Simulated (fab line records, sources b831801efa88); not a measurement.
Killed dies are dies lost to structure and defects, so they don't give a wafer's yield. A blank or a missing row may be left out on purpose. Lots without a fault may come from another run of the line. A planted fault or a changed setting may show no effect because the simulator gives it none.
fab line records | flow sky130
record lots=6 wafers=16 last_day=50
route steps=708 shown LI_CONTACT@375 LOCAL_INTERCONNECT@387 PAD_OPEN@708
lots that met no fault: from a run of the same line without faults
start_h: hours from the record's first day to the start of the lot's first wafer shown | wait_h: hours since the lot's step before | " the same as in the row above | L1.1+2: a row that stands for several wafers | - no value, or no start given | * or withheld: withheld | < > ~ a bound
route shown NAME@n: a module of which the file shows steps, and the number in the route of the first | usual: mean/standard deviation of fault-free wafers | same: alike in all rows | chamber/n: place in a boat | sites: the reading at each site | _std_site: their standard deviation | _edge_site: outer sites' mean less inner sites' | radius_mm: how far each site lies from the wafer's centre | mask NAME#n: copy n | behind: the tool/chamber that last shaped the wafer | hold: why the lot was held/for how many hours/how that ended | device: the transistor (n, p or np) that didn't switch | end of line: the same wafers' tests at the end of the route | a step without rows: its recipe alone | killed: dies lost to structure and defects at the first sort, not the wafer's yield | map: a wafer's dies, x killed, . not, _ none there
set.NAME: the setting as run; set.NAME@STEP: as run at that earlier step | model.NAME: the simulator's own value behind a step, which no gauge read
lots at some steps of the route; a table a step, a row a wafer
services: from which hour (start_h, from the record's first day; less than 0 if before it) a tool's chamber was out of use, for how many hours, and why
## steps
# step SKY_LI_CONTACT_OVL_MEAS_13
# usual LI_CONTACT_OVL=-2/4.9
# columns lot.wafer tool chamber start_h wait_h LI_CONTACT_OVL[nm]
L347.1 overlay-01 - 710.36 0.1 -5
L347.3 " - " " -2
L347.5 " - " " 5
L355.4 overlay-02 - 775.68 0.1 -1
L355.5 " - " " 1
L358.2 overlay-01 - 797.01 0.1 7
L358.4 " - " " 5
L358.5 " - " " 4
L357.2 overlay-02 - 797.73 0.1 0
L357.5 " - " " 0
L363.3 overlay-01 - 835.78 0.1 -12
L363.5 " - " " -10
L363.6 " - " " -12
L365.1 overlay-01 - 851.17 0.1 4
L365.3 " - " " -6
L365.5 " - " " -1
# step SKY_LI_CONTACT_ETCH_14
# recipe chemistry=N2/H2 target=BARC ion_energy_ev=200 source_w=500 bias_w=100 pressure_mtorr=30 n2_flow_sccm=100 h2_flow_sccm=200 stop_on=SiO2 time_s=45.9 target_depth_a=600
# step SKY_LI_CONTACT_ETCH_15
# recipe target=PSG chemistry=C4F8/O2/Ar stop_on=Si taper_deg=4.15 mask_material=KrF-thick source_w=1500 bias_w=1200 pressure_mtorr=40 c4f8_flow_sccm=withheld O2_flow_sccm=6 Ar_flow_sccm=300 time_s=withheld target_depth_a=6000
# step SKY_LI_CONTACT_STRIP_16
# recipe chemistry=O2/N2 power_w=1400 pressure_mtorr=1500 platen_temp_c=withheld o2_flow_sccm=3000 n2_flow_sccm=300 overash_fraction=0.5
# step SKY_LI_CONTACT_CLEAN_17
# recipe chemistry=NMP time_s=600 temp_c=60 dry=n2_spin
# step SKY_LI_CONTACT_PRE_CLEAN_18
# recipe gas=Ar time_s=5.6 bias_v=358
# step SKY_LI_CONTACT_SPUTTER_19
# recipe material=Ti target_thk_nm=20 chamber_pressure_pa=5 power_w=2500 substrate_temp_c=200 time_s=106.37
# usual throttle_valve_pct=29.8/1.4
# columns lot.wafer tool chamber start_h wait_h throttle_valve_pct
L347.1 pvd_sputter-01 - 710.82 0.0 29.7
L347.3 " - " " 31.2
L347.5 " - " " 27.7
L355.4 pvd_sputter-02 - 776.13 0.0 28.2
L355.5 " - " " 29.7
L358.2 pvd_sputter-04 - 797.46 0.0 30.7
L358.4 " - " " 31.3
L358.5 " - " " 31.2
L357.2 pvd_sputter-01 - 798.18 0.0 31.5
L357.5 " - " " 27.7
L363.3 pvd_sputter-01 - 836.23 0.0 30.7
L363.5 " - " " 30.2
L363.6 " - " " 27.5
L365.1 pvd_sputter-01 - 851.63 0.0 31.2
L365.3 " - " " 29.7
L365.5 " - " " 30.3
# step SKY_LI_CONTACT_SPUTTER_20
# recipe material=TiN target_thk_nm=20 chamber_pressure_pa=5 power_w=4000 time_s=80
# step SKY_LI_CONTACT_CVD_21
# recipe material=W target_thk_nm=400 time_s=120.56 temp_c=400 pressure_torr=40
# usual chamber_pressure_Torr=40.00/0.084 heater_power_w=830/71
# columns lot.wafer tool chamber start_h wait_h chamber_pressure_Torr heater_power_w
L347.1 cvd_w-01 1 710.95 0.0 39.94 937
L347.3 " 1 " " 40.15 949
L347.5 " 0 " " 40.15 779
L355.4 cvd_w-01 1 776.31 0.1 39.91 941
L355.5 " 0 " " 40.09 815
L358.2 cvd_w-01 1 797.60 0.0 39.89 946
L358.4 " 0 " " 39.94 805
L358.5 " 1 " " 39.98 945
L357.2 cvd_w-02 1 798.32 0.0 40.16 772
L357.5 " 1 " " 39.99 741
L363.3 cvd_w-01 0 836.41 0.1 39.88 822
L363.5 " 1 " " 40.04 946
L363.6 " 0 " " 39.98 819
L365.1 cvd_w-02 0 851.77 0.0 39.90 783
L365.3 " 0 " " 40.03 786
L365.5 " 0 " " 39.98 761
# step SKY_LI_CONTACT_RS_MEAS_22
# recipe thk_meas_gauge=four-point-probe reads=W_of_LI_CONTACT_CVD_21+TiN_of_LI_CONTACT_SPUTTER_20+Ti_of_LI_CONTACT_SPUTTER_19
# usual LI_CONTACT_W_RS=0.282/0.0054
# columns lot.wafer tool chamber start_h wait_h LI_CONTACT_W_RS[ohm/sq]
L347.1 film_metro-03 - 711.08 0.1 0.288
L347.3 " - " " 0.289
L347.5 " - " " 0.279
L355.4 film_metro-04 - 776.46 0.1 0.286
L355.5 " - " " 0.279
L358.2 film_metro-04 - 797.74 0.1 0.282
L358.4 " - " " 0.273
L358.5 " - " " 0.283
L357.2 film_metro-03 - 798.46 0.1 0.288
L357.5 " - " " 0.286
L363.3 film_metro-02 - 836.53 0.1 0.274
L363.5 " - " " 0.281
L363.6 " - " " 0.275
L365.1 film_metro-04 - 851.89 0.1 0.290
L365.3 " - " " 0.291
L365.5 " - " " 0.291
# step SKY_LI_CONTACT_THK_MEAS_23
# recipe thk_meas_gauge=xrf reads=W_of_LI_CONTACT_CVD_21
# usual LI_CONTACT_W_THK=412/8.5
# columns lot.wafer tool chamber start_h wait_h LI_CONTACT_W_THK[nm]
L347.1 film_metro-03 - 711.20 0.1 401
L347.3 " - " " 404
L347.5 " - " " 416
L355.4 film_metro-04 - 776.55 0.1 407
L355.5 " - " " 417
L358.2 film_metro-04 - 797.85 0.1 409
L358.4 " - " " 424
L358.5 " - " " 407
L357.2 film_metro-03 - 798.57 0.1 407
L357.5 " - " " 408
L363.3 film_metro-02 - 836.63 0.1 427
L363.5 " - " " 417
L363.6 " - " " 427
L365.1 film_metro-04 - 852.01 0.1 397
L365.3 " - " " 396
L365.5 " - " " 399
# step SKY_LI_CONTACT_CMP_24
# recipe stop_on=PSG t_overpolish_s=20 down_force_psi=3.5 platen_rpm=60 target_thk_nm=0 pad_velocity_m_s=0.94248
# usual motor_current_A=10.8/1.1 overpolish_run_s=20.000/0.0089 time_to_endpoint_s=97/3.6
# columns lot.wafer tool chamber start_h wait_h motor_current_A overpolish_run_s time_to_endpoint_s
L347.1 cmp-01 0 711.26 0.1 10.6 20.005 90
L347.3 " 2 " " 10.8 19.999 92
L347.5 " 1 " " 9.4 20.012 93
L355.4 cmp-01 3 776.68 0.1 12.5 20.010 89
L355.5 " 1 " " 9.8 20.002 94
L358.2 cmp-01 2 797.95 0.1 10.0 20.002 89
L358.4 " 3 " " 13.5 20.002 102
L358.5 " 2 " " 10.0 19.982 95
L357.2 cmp-02 2 798.62 0.0 10.6 20.003 97
L357.5 " 2 " " 10.5 19.988 99
L363.3 cmp-01 3 836.82 0.2 12.4 20.001 103
L363.5 " 0 " " 10.6 19.994 100
L363.6 " 1 " " 9.6 20.009 99
L365.3 cmp-01 2 852.07 0.0 10.6 20.001 96
L365.1 " 1 " " 9.7 19.997 93
L365.5 " 3 " " 12.6 19.993 94
# step SKY_LOCAL_INTERCONNECT_SPUTTER_00
# recipe material=TiN target_thk_nm=100 temp_c=300 power_w=6500 time_s=83.3 chamber_pressure_pa=0.4
# usual throttle_valve_pct=29.8/1.1
# columns lot.wafer tool chamber start_h wait_h throttle_valve_pct model.TiN_of_LOCAL_INTERCONNECT_SPUTTER_00.thk_nm
L347.1 pvd_sputter-03 - 711.56 0.2 29.7 99.16
L347.3 " - " " 29.4 99.73
L347.5 " - " " 30.0 99.91
L355.4 pvd_sputter-04 - 776.88 0.1 30.8 107.5
L355.5 " - " " 30.8 107.5
L358.2 pvd_sputter-03 - 798.20 0.2 29.4 100.1
L358.4 " - " " 30.1 100.4
L358.5 " - " " 29.9 99.66
L357.2 pvd_sputter-04 - 798.92 0.2 30.7 98.91
L357.5 " - " " 30.6 105.8
L363.3 pvd_sputter-03 - 836.97 0.1 29.7 99.57
L363.5 " - " " 29.8 99.5
L363.6 " - " " 30.0 99.45
L365.1 pvd_sputter-04 - 852.37 0.1 28.5 99.48
L365.3 " - " " 30.5 99.22
L365.5 " - " " 31.2 100.4
# step SKY_LOCAL_INTERCONNECT_RS_MEAS_01
# recipe thk_meas_gauge=four-point-probe reads=TiN_of_LOCAL_INTERCONNECT_SPUTTER_00
# usual LOCAL_INTERCONNECT_TIN_RS=14.15/0.13
# columns lot.wafer tool chamber start_h wait_h hold LOCAL_INTERCONNECT_TIN_RS[ohm/sq]
L347.1 film_metro-03 - 711.62 0.0 - 14.27
L347.3 " - " " - 14.18
L347.5 " - " " - 14.17
L355.4 film_metro-01 - 777.00 0.1 await_dispo/0.2h/release 13.12
L355.5 " - " " await_dispo/0.2h/release 13.13
L355.4 film_metro-01 - 777.35 0.3 - 13.10
L355.5 " - " " - 13.11
L358.2 film_metro-01 - 798.29 0.1 - 14.11
L358.4 " - " " - 14.09
L358.5 " - " " - 14.13
L357.2 film_metro-01 - 799.01 0.1 await_dispo/0.2h/release 14.28
L357.5 " - " " await_dispo/0.2h/release 13.32
L357.2 film_metro-01 - 799.29 0.3 - 14.30
L357.5 " - " " - 13.30
L363.3 film_metro-01 - 837.08 0.1 - 14.21
L363.5 " - " " - 14.19
L363.6 " - " " - 14.20
L365.1 film_metro-03 - 852.44 0.0 - 14.23
L365.3 " - " " - 14.28
L365.5 " - " " - 14.08
# step SKY_LOCAL_INTERCONNECT_THK_MEAS_02
# recipe thk_meas_gauge=xrf reads=TiN_of_LOCAL_INTERCONNECT_SPUTTER_00
# usual LOCAL_INTERCONNECT_TIN_THK=101.3/1.1
# columns lot.wafer tool chamber start_h wait_h hold LOCAL_INTERCONNECT_TIN_THK[nm]
L347.1 film_metro-03 - 711.74 0.1 - 100.5
L347.3 " - " " - 101.3
L347.5 " - " " - 101.8
L355.4 film_metro-03 - 783.77 6.4 await_dispo/0.2h/release 109.2
L355.5 " - " " await_dispo/0.2h/release 108.8
L355.4 film_metro-03 - 784.12 0.3 - 109.4
L355.5 " - " " - 109.1
L358.2 film_metro-01 - 798.40 0.1 - 101.7
L358.4 " - " " - 102.0
L358.5 " - " " - 101.4
L357.2 film_metro-01 - 805.37 6.1 await_dispo/0.2h/release 100.5
L357.5 " - " " await_dispo/0.2h/release 108.0
L357.2 film_metro-01 - 805.59 0.2 - 100.5
L357.5 " - " " - 107.2
L363.3 film_metro-01 - 837.18 0.1 - 100.5
L363.5 " - " " - 100.1
L363.6 " - " " - 100.3
L365.1 film_metro-03 - 852.56 0.1 - 100.7
L365.3 " - " " - 100.6
L365.5 " - " " - 101.6
# step SKY_LOCAL_INTERCONNECT_HMDS_04
# recipe prime_time_s=60 prime_temp_c=120
# step SKY_LOCAL_INTERCONNECT_COAT_05
# recipe resist=BARC temp_c=withheld time_s=withheld spin_rpm=3000 resist_thk_nm=60
# step SKY_LOCAL_INTERCONNECT_COAT_06
# recipe resist=KrF-thick spin_rpm=3000 resist_thk_nm=450
# step SKY_LOCAL_INTERCONNECT_SOFTBAKE_07
# recipe temp_c=100 time_s=90 resist=KrF-thick
# step SKY_LOCAL_INTERCONNECT_EXPOSE_08
# recipe mask_id=LI1M na=0.8 source_shape=annular sigma_inner=0.55 sigma_outer=0.85 target_cd_nm=170 dose_mj=28
# step SKY_LOCAL_INTERCONNECT_PEB_09
# recipe peb_temp_c=withheld peb_time_s=withheld resist=KrF-thick
# step SKY_LOCAL_INTERCONNECT_DEVELOP_10
# recipe develop_time_s=60 resist=KrF-thick dev_temp_c=21
# step SKY_LOCAL_INTERCONNECT_CD_MEAS_11
# recipe target_cd_nm=170
# usual cd_nm=169.7/1.6
# columns lot.wafer tool chamber start_h wait_h cd_nm
L347.1 cd_sem-02 - 739.58 - 167.4
L347.3 " - " " 168.9
L347.5 " - " " 169.4
L355.4 cd_sem-01 - 803.89 - 168.3
L355.5 " - " " 168.8
L358.2 cd_sem-01 - 824.42 - 171.2
L358.4 " - " " 171.2
L358.5 " - " " 171.1
L357.2 cd_sem-01 - 825.40 - 168.9
L357.5 " - " " 169.7
L363.3 cd_sem-01 - 863.00 - 169.9
L363.5 " - " " 170.5
L363.6 " - " " 169.8
L365.1 cd_sem-01 - 878.35 - 171.1
L365.3 " - " " 168.3
L365.5 " - " " 171.5
# step SKY_LOCAL_INTERCONNECT_OVL_MEAS_12
# usual LOCAL_INTERCONNECT_OVL=0/5.2
# columns lot.wafer tool chamber start_h wait_h LOCAL_INTERCONNECT_OVL[nm]
L347.1 overlay-02 - 739.70 0.1 1
L347.3 " - " " 0
L347.5 " - " " 0
L355.4 overlay-02 - 803.97 0.1 6
L355.5 " - " " -6
L358.2 overlay-02 - 824.53 0.1 3
L358.4 " - " " 4
L358.5 " - " " 1
L357.2 overlay-02 - 825.51 0.1 -13
L357.5 " - " " -12
L363.3 overlay-01 - 863.09 0.1 5
L363.5 " - " " 4
L363.6 " - " " -4
L365.1 overlay-01 - 878.47 0.1 7
L365.3 " - " " 0
L365.5 " - " " -5
# step SKY_LOCAL_INTERCONNECT_ETCH_13
# recipe chemistry=N2/H2 target=BARC ion_energy_ev=200 bias_w=100 pressure_mtorr=30 n2_flow_sccm=100 h2_flow_sccm=200 icp_w=500 stop_on=SiO2 time_s=45.9 target_depth_a=600
# usual bias_w=100.0/0.31 chamber_pressure_mTorr=30.002/0.028 drypump_motor_current_A=5.7/0.3 oes_product_au=0.855/0.0048 throttle_valve_pct=13.225/0.0084
# columns lot.wafer tool chamber start_h wait_h bias_w chamber_pressure_mTorr drypump_motor_current_A oes_product_au rf_hours_counter_h throttle_valve_pct
L347.1 rie_metal-01 1 739.74 0.0 100.4 29.969 5.5 0.854 10 13.230
L347.3 " 1 " " 100.5 30.038 5.6 0.850 - 13.224
L347.5 " 1 " " 100.4 29.983 5.5 0.856 - 13.231
L355.4 rie_metal-04 0 804.01 0.0 99.7 30.022 6.0 0.865 - 13.224
L355.5 " 1 " " 99.4 29.972 5.2 0.861 - 13.215
L358.2 rie_metal-01 0 824.56 0.0 99.5 30.021 5.9 0.853 2 13.222
L358.4 " 0 " " 99.6 30.008 5.9 0.864 - 13.222
L358.5 " 0 " " 100.0 29.981 5.9 0.860 - 13.226
L357.2 rie_metal-04 1 825.54 0.0 99.9 30.029 5.1 0.850 13 13.216
L357.5 " 0 " " 100.1 30.014 6.0 0.855 - 13.214
L363.3 rie_metal-03 1 863.14 0.0 100.1 30.025 5.8 0.849 - 13.204
L363.5 " 1 " " 100.1 29.988 5.8 0.859 - 13.207
L363.6 " 0 " " 100.0 29.984 5.8 0.853 - 13.209
L365.1 rie_metal-04 0 878.51 0.0 100.4 30.073 6.0 0.853 19 13.238
L365.3 " 1 " " 100.2 30.047 5.2 0.850 - 13.222
L365.5 " 0 " " 100.1 30.016 6.0 0.854 - 13.238
# step SKY_LOCAL_INTERCONNECT_METAL_ETCH_14
# recipe target_depth_nm=110 stop_on=PSG chemistry=Cl2/BCl3 target=TiN resist_sidewall_deg=88 pressure_mtorr=10 icp_w=900 bias_w=48.5 Cl2_flow_sccm=60 bcl3_flow_sccm=30 time_s=31.4
# usual bias_w=48.53/0.14 chamber_pressure_mTorr=10.000/0.0079 drypump_motor_current_A=5.7/0.3 mfc_cl2_sccm=59.97/0.19 oes_product_au=0.940/0.0065 throttle_valve_pct=21.901/0.0096
# columns lot.wafer tool chamber start_h wait_h bias_w chamber_pressure_mTorr drypump_motor_current_A mfc_cl2_sccm oes_product_au rf_hours_counter_h throttle_valve_pct
L347.1 rie_metal-01 1 739.86 0.1 48.51 9.995 5.5 59.84 0.941 10 21.902
L347.3 " 1 " " 48.39 10.019 5.5 59.92 0.941 - 21.918
L347.5 " 1 " " 48.69 9.999 5.5 60.02 0.944 - 21.891
L355.4 rie_metal-04 0 804.07 0.0 48.46 9.986 6.0 60.08 0.973 - 21.894
L355.5 " 1 " " 48.41 10.003 5.2 59.73 0.969 - 21.880
L358.2 rie_metal-01 0 824.62 0.0 48.61 9.994 5.9 59.71 0.943 2 21.901
L358.4 " 0 " " 48.50 10.001 5.9 59.82 0.943 - 21.894
L358.5 " 0 " " 48.42 9.982 5.9 59.76 0.932 - 21.896
L357.2 rie_metal-04 1 825.60 0.0 48.67 10.000 5.2 60.04 0.935 13 21.899
L357.5 " 0 " " 48.71 10.005 6.0 59.69 0.973 - 21.895
L363.3 rie_metal-03 1 863.20 0.0 48.65 9.997 5.8 59.97 0.929 - 21.897
L363.5 " 1 " " 48.65 10.012 5.8 59.75 0.940 - 21.906
L363.6 " 0 " " 48.62 10.007 5.9 59.49 0.939 - 21.902
L365.1 rie_metal-04 0 878.57 0.0 48.60 9.998 6.0 59.56 0.937 19 21.903
L365.3 " 1 " " 48.53 10.003 5.2 60.46 0.941 - 21.916
L365.5 " 0 " " 48.43 9.999 6.0 59.93 0.939 - 21.889
# step SKY_LOCAL_INTERCONNECT_STRIP_15
# recipe chemistry=O2/N2 power_w=1400 pressure_mtorr=1500 platen_temp_c=withheld o2_flow_sccm=3000 n2_flow_sccm=300 overash_fraction=0.5
# usual chamber_pressure_mTorr=1500.1/1.4 drypump_motor_current_A=5.8/0.47 oes_product_au=0.428/0.0047 strip_time_to_endpoint_s=4.729/0.018
# columns lot.wafer tool chamber start_h wait_h chamber_pressure_mTorr drypump_motor_current_A oes_product_au rf_hours_counter_h strip_time_to_endpoint_s
L347.1 plasma_asher-02 0 739.97 0.1 1500.9 5.9 0.428 31 4.730
L347.3 " 0 " " 1500.9 6.0 0.425 - 4.735
L347.5 " 1 " " 1500.3 6.0 0.431 - 4.736
L355.4 plasma_asher-03 0 804.14 0.1 1501.3 6.5 0.427 - 4.734
L355.5 " 0 " " 1503.2 6.5 0.434 - 4.780
L358.2 plasma_asher-03 1 824.67 0.0 1501.4 5.9 0.427 8 4.736
L358.4 " 0 " " 1497.5 6.5 0.434 - 4.723
L358.5 " 1 " " 1500.5 5.9 0.430 - 4.739
L357.2 plasma_asher-01 0 825.65 0.0 1497.3 5.2 0.427 68 4.712
L357.5 " 0 " " 1500.7 5.2 0.428 - 4.723
L363.3 plasma_asher-01 1 863.27 0.1 1499.9 5.4 0.422 - 4.713
L363.5 " 1 " " 1500.5 5.4 0.422 - 4.723
L363.6 " 0 " " 1501.2 5.2 0.429 - 4.723
L365.1 plasma_asher-01 1 878.62 0.0 1497.8 5.4 0.429 73 4.733
L365.3 " 0 " " 1500.4 5.2 0.430 - 4.711
L365.5 " 1 " " 1499.2 5.4 0.425 - 4.720
# step SKY_LOCAL_INTERCONNECT_STRIP_16
# recipe chemistry=post_etch_residue_remover time_s=1200 temp_c=72.5
# usual bath_guard_temp_C=72.8/0.52
# columns lot.wafer tool chamber start_h wait_h bath_guard_temp_C model.TiN_of_LOCAL_INTERCONNECT_SPUTTER_00.thk_nm
L347.1 wet_bench-04 1 740.07 0.1 73.4 98.74
L347.3 " 1 " " 73.2 99.32
L347.5 " 1 " " 73.1 99.49
L355.4 wet_bench-04 1 804.20 0.0 73.2 107.1
L355.5 " 1 " " 73.3 107.1
L358.2 wet_bench-03 0 824.77 0.1 72.4 99.64
L358.4 " 0 " " 72.5 100
L358.5 " 0 " " 72.3 99.25
L357.2 wet_bench-03 2 825.75 0.1 73.2 98.49
L357.5 " 2 " " 73.2 105.4
L363.3 wet_bench-03 0 863.33 0.0 72.2 99.15
L363.5 " 0 " " 72.9 99.09
L363.6 " 0 " " 72.6 99.03
L365.1 wet_bench-03 0 878.72 0.1 72.4 99.06
L365.3 " 0 " " 72.6 98.8
L365.5 " 0 " " 72.4 99.98
# step SKY_LOCAL_INTERCONNECT_CLEAN_17
# recipe chemistry=IPA time_s=180 temp_c=25
# step SKY_PAD_OPEN_PROBE_99
# usual killed_at_M0_to_M3=44/7 killed_at_M4_up=3.2/1.8 killed_at_contacts=24/5.1 killed_at_front_end=15/4.3 killed_at_other=0.3/0.5 killed_dies=86/9.6 killed_open=48/7.1 killed_short=38/6.7
# same gross_dies=492 killed_at_back_side=0
# columns lot.wafer tool chamber start_h wait_h killed_at_M0_to_M3 killed_at_M4_up killed_at_contacts killed_at_front_end killed_at_other killed_dies killed_open killed_short model.etest.res_li.line_ohm_um model.etest.res_li.rs_ohm_sq
L347.1 prober-01 - 1101.88 0.1 42 3 24 12 0 81 44 37 77.1 12.83
L347.3 prober-01 - 1101.98 0.2 41 3 27 17 0 88 51 37 76.69 12.85
L347.5 prober-01 - 1102.08 0.2 38 0 22 24 0 84 46 38 75.16 12.73
L355.4 prober-01 - 1149.10 0.2 41 3 21 18 0 83 42 38 70.78 11.83
L355.5 prober-01 - 1149.15 0.2 51 3 28 19 0 101 53 47 70.68 11.98
L358.2 prober-01 - 1162.81 0.1 33 5 17 11 0 66 32 34 74.73 12.78
L358.4 prober-01 - 1162.91 0.2 39 2 24 18 0 83 47 36 74.06 12.73
L358.5 prober-01 - 1162.96 0.2 38 5 24 15 0 82 51 31 74.44 12.9
L357.2 prober-02 - 1164.10 0.1 37 0 21 21 0 79 39 37 76.07 12.88
L357.5 prober-02 - 1164.25 0.2 38 2 30 8 1 79 43 35 71.2 12.06
L363.3 prober-01 - 1186.60 0.2 32 4 37 18 0 91 52 39 74.89 12.9
L363.5 prober-01 - 1186.70 0.2 37 4 27 8 1 77 43 34 74.91 12.81
L363.6 prober-01 - 1186.75 0.2 51 1 24 13 0 89 48 41 76 12.82
L365.1 prober-01 - 1199.27 0.1 47 2 26 17 0 92 48 44 75.29 12.88
L365.3 prober-01 - 1199.37 0.2 39 4 29 15 1 88 35 52 76.09 12.88
L365.5 prober-01 - 1199.47 0.2 55 5 26 9 0 95 44 50 74.14 12.7
# killed by level:class
L347.1 VIA1:geometric_particle:open=11 CONTACT:geometric_particle:open=8 VIA3:geometric_particle:open=7 VIA1:geometric_particle:short=7 LI_CONTACT:geometric_particle:short=6 FIELD_ISO:geometric_particle:short=5 LI_CONTACT:geometric_particle:open=5 VIA2:geometric_particle:open=5
L347.3 VIA1:geometric_particle:open=12 CONTACT:geometric_particle:open=9 VIA2:geometric_particle:open=8 LI_CONTACT:geometric_particle:open=7 LI_CONTACT:geometric_particle:short=6 METAL2:geometric_particle:short=6 FIELD_ISO:geometric_particle:short=4 POLY_GATE:geometric_particle:open=4
L347.5 VIA1:geometric_particle:open=13 FIELD_ISO:geometric_particle:open=7 FIELD_ISO:geometric_particle:short=5 LI_CONTACT:geometric_particle:open=5 LOCAL_INTERCONNECT:geometric_particle:short=5 CONTACT:geometric_particle:open=5 METAL1:geometric_particle:short=5 POLY_GATE:geometric_particle:open=4
L355.4 VIA3:geometric_particle:open=8 METAL2:geometric_particle:short=8 CONTACT:geometric_particle:open=7 FIELD_ISO:geometric_particle:open=5 CONTACT:geometric_particle:short=5 VIA2:geometric_particle:open=5 METAL1:geometric_particle:short=4 VIA1:geometric_particle:short=4
L355.5 VIA1:geometric_particle:open=14 LI_CONTACT:geometric_particle:open=10 CONTACT:geometric_particle:open=9 METAL2:geometric_particle:short=7 VIA2:geometric_particle:open=6 VIA1:geometric_particle:short=6 FIELD_ISO:geometric_particle:open=5 FIELD_ISO:geometric_particle:short=5
L358.2 VIA1:geometric_particle:open=6 LOCAL_INTERCONNECT:geometric_particle:short=6 VIA3:geometric_particle:open=6 METAL2:geometric_particle:short=5 VIA2:geometric_particle:open=5 CONTACT:geometric_particle:open=4 CONTACT:geometric_particle:short=4 SPACER:geometric_particle:short=3
L358.4 VIA1:geometric_particle:open=11 CONTACT:geometric_particle:open=8 LI_CONTACT:geometric_particle:open=7 METAL1:geometric_particle:short=6 VIA3:geometric_particle:open=6 POLY_GATE:geometric_particle:open=5 POLY_GATE:geometric_particle:short=5 LOCAL_INTERCONNECT:geometric_particle:short=5
L358.5 LI_CONTACT:geometric_particle:open=12 VIA1:geometric_particle:open=9 METAL1:geometric_particle:short=7 VIA3:geometric_particle:open=6 POLY_GATE:geometric_particle:open=5 CONTACT:geometric_particle:open=5 METAL4:geometric_particle:short=5 METAL1:geometric_particle:open=3
L357.2 FIELD_ISO:geometric_particle:short=10 VIA3:geometric_particle:open=8 LI_CONTACT:geometric_particle:open=7 CONTACT:geometric_particle:open=6 VIA1:geometric_particle:short=6 FIELD_ISO:geometric_particle:open=5 VIA1:geometric_particle:open=5 CONTACT:geometric_particle:short=4
L357.5 LI_CONTACT:geometric_particle:open=9 CONTACT:geometric_particle:open=9 METAL1:geometric_particle:short=9 VIA3:geometric_particle:open=8 VIA2:geometric_particle:open=6 CONTACT:geometric_particle:short=5 METAL2:geometric_particle:short=4 LOCAL_INTERCONNECT:geometric_particle:short=3
L363.3 LI_CONTACT:geometric_particle:open=13 CONTACT:geometric_particle:open=8 VIA1:geometric_particle:open=8 LOCAL_INTERCONNECT:geometric_particle:short=7 VIA3:geometric_particle:open=7 CONTACT:geometric_particle:short=6 FIELD_ISO:geometric_particle:open=4 POLY_GATE:geometric_particle:open=4
L363.5 VIA1:geometric_particle:open=11 LI_CONTACT:geometric_particle:open=8 CONTACT:geometric_particle:open=8 METAL2:geometric_particle:short=8 LOCAL_INTERCONNECT:geometric_particle:short=5 VIA2:geometric_particle:open=4 VIA3:geometric_particle:open=4 METAL4:geometric_particle:short=4
L363.6 VIA2:geometric_particle:open=11 CONTACT:geometric_particle:open=8 VIA1:geometric_particle:open=7 VIA3:geometric_particle:open=7 CONTACT:geometric_particle:short=6 VIA2:geometric_particle:short=6 LOCAL_INTERCONNECT:geometric_particle:short=5 METAL2:geometric_particle:short=5
L365.1 CONTACT:geometric_particle:open=10 VIA1:geometric_particle:open=10 VIA3:geometric_particle:open=8 POLY_GATE:geometric_particle:short=7 VIA2:geometric_particle:open=6 CONTACT:geometric_particle:short=6 FIELD_ISO:geometric_particle:short=4 FIELD_ISO:geometric_particle:open=4
L365.3 METAL1:geometric_particle:short=12 CONTACT:geometric_particle:open=11 VIA1:geometric_particle:open=8 LI_CONTACT:geometric_particle:open=7 METAL2:geometric_particle:short=5 FIELD_ISO:geometric_particle:short=4 POLY_GATE:geometric_particle:short=4 SPACER:geometric_particle:short=4
L365.5 CONTACT:geometric_particle:open=8 VIA3:geometric_particle:open=8 CONTACT:geometric_particle:short=7 VIA1:geometric_particle:open=7 METAL2:geometric_particle:short=7 VIA2:geometric_particle:open=7 LI_CONTACT:geometric_particle:open=6 METAL3:geometric_particle:short=6
## services
# columns tool chamber start_h hours kind
cmp-02 - 687.92 4.6 pm
cmp-01 - 690.04 0.7 repair
wet_bench-03 - 719.33 1.8 repair
plasma_asher-03 - 733.75 9.0 pm
cmp-02 - 742.97 2.0 repair
cvd_w-02 1 744.59 2.4 repair
cmp-01 - 745.95 0.4 repair
cmp-01 - 747.32 4.0 pm
cmp-02 - 778.22 2.4 repair
rie_metal-04 1 787.01 2.7 repair
cmp-01 - 793.64 0.8 repair
pvd_sputter-03 - 799.00 24.2 repair
cvd_w-02 - 808.55 2.8 pm
pvd_sputter-04 - 810.55 0.9 repair
cmp-02 - 812.36 0.7 repair
wet_bench-03 - 812.75 1.9 pm
cmp-02 - 813.61 0.7 repair
rie_metal-04 1 815.93 6.5 repair
cmp-02 - 818.84 4.5 repair
cmp-02 - 829.30 10.2 pm
cmp-01 - 855.69 1.4 repair
plasma_asher-03 - 859.04 0.6 repair
plasma_asher-02 - 863.32 0.7 repair
rie_metal-04 - 874.19 1.4 pm
## key
first_sign step=SKY_LOCAL_INTERCONNECT_RS_MEAS_01 reading=visit direction=added
effect step=SKY_LOCAL_INTERCONNECT_RS_MEAS_01 reading=LOCAL_INTERCONNECT_TIN_RS direction=down sigmas=7.2 usual=14.15 struck=13.19
effect step=SKY_LOCAL_INTERCONNECT_THK_MEAS_02 reading=visit direction=added
effect step=SKY_LOCAL_INTERCONNECT_THK_MEAS_02 reading=LOCAL_INTERCONNECT_TIN_THK direction=up sigmas=6.7 usual=101.3 struck=108.7
effect step=SKY_LOCAL_INTERCONNECT_METAL_ETCH_14 reading=oes_product_au direction=up sigmas=4.8 usual=0.940 struck=0.972
model_effect step=SKY_LOCAL_INTERCONNECT_SPUTTER_00 value=TiN_of_LOCAL_INTERCONNECT_SPUTTER_00.thk_nm without=100.3 struck=106.9
model_effect step=SKY_LOCAL_INTERCONNECT_STRIP_16 value=TiN_of_LOCAL_INTERCONNECT_SPUTTER_00.thk_nm without=99.85 struck=106.5
model_effect step=SKY_PAD_OPEN_PROBE_99 value=etest.res_li.line_ohm_um without=75.59 struck=70.88
met_at SKY_LOCAL_INTERCONNECT_SPUTTER_00
struck_wafers L355.4,L355.5,L357.5
tester_left_out L355,L357
fault kind=process_parameter_drift tool=pvd_sputter-04 chamber=- onset_h=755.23 steps=SKY_LOCAL_INTERCONNECT_SPUTTER_00 channel=time_s offset=* shape=step end_h=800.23 scope=struck_wafers_only acts_in=* stated=*
# tester_left_out: of these lots the tester's yield and bins aren't shown, on N5 and GAA mostly nor the transistor test; their killed dies are dies lost to structure and defects alone, not to doping, threshold or leakage, so they don't give the yield
